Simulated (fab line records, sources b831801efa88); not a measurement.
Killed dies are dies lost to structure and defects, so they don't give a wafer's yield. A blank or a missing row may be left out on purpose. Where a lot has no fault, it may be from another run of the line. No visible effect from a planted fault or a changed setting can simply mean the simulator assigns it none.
2 desks looking at one fault | flow gf180mcu | each desk has only its own numbers; what lay behind them comes last

FROM THE METROLOGY DESK
What the gauges read for every lot (on any tool): the sampled wafers with a number, averaged. Any lot whose mean is over 4 standard deviations away from the usual mean is out of limits and marked OUT; that distance is given in the brackets.
Columns: A = V2_OVL at GF_V2_OVL_MEAS_15, usual -2 nm
lot  | first seen here | A
L262 | day 20 14:25    | -5
L263 | day 20 16:17    | 1
L265 | day 21 17:03    | 6
L264 | day 21 17:42    | 1
L266 | day 21 19:58    | 0
L267 | day 22 13:28    | -4
L275 | day 25 01:03    | -3
L276 | day 25 09:17    | -5
L278 | day 25 20:16    | -0
L281 | day 26 19:47    | 2
L282 | day 27 04:25    | -10
L283 | day 27 11:36    | 2
L284 | day 27 16:27    | 1
This desk's finding: nothing out of limits on any of the 13 lots.

TOOL OWNER'S DESK, litho track-04
The tool's own readings at GF_M3_DEVELOP_13 (develop time 60 s): means of the sampled wafers that have a number, for each lot that ran on this tool. Any lot whose mean is over 4 standard deviations away from the usual mean is out of limits and marked OUT; that distance is given in the brackets.
Columns: A = developer temp C at GF_M3_DEVELOP_13, usual 20.99 C
lot  | first seen here | A
L266 | day 22 21:06    | 20.82
L275 | day 25 23:17    | 21.85 (+8.6) OUT
L276 | day 26 07:18    | 21.81 (+8.2) OUT
This desk's verdict: out of limits on L275, L276, starting with L275 at day 25 23:17 (developer temp C at GF_M3_DEVELOP_13). L266: within limits.

BROUGHT TOGETHER
On L275, L276, at day 25 23:17, an alarm was possible from the tool owner's desk.
The metrology desk saw nothing out of limits.
The metrology desk has L275, L276 on record, within its limits.
On litho track-04, each named lot ran GF_M3_DEVELOP_13.

WHAT HAD BEEN PUT IN BY THE SIMULATOR
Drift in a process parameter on litho track-04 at GF_M3_DEVELOP_13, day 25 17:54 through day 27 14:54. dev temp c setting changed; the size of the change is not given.
Struck lots among those shown: L275, L276.
Time in hours from fault onset to the first out-of-limits reading at each desk: the tool owner's desk, 5.
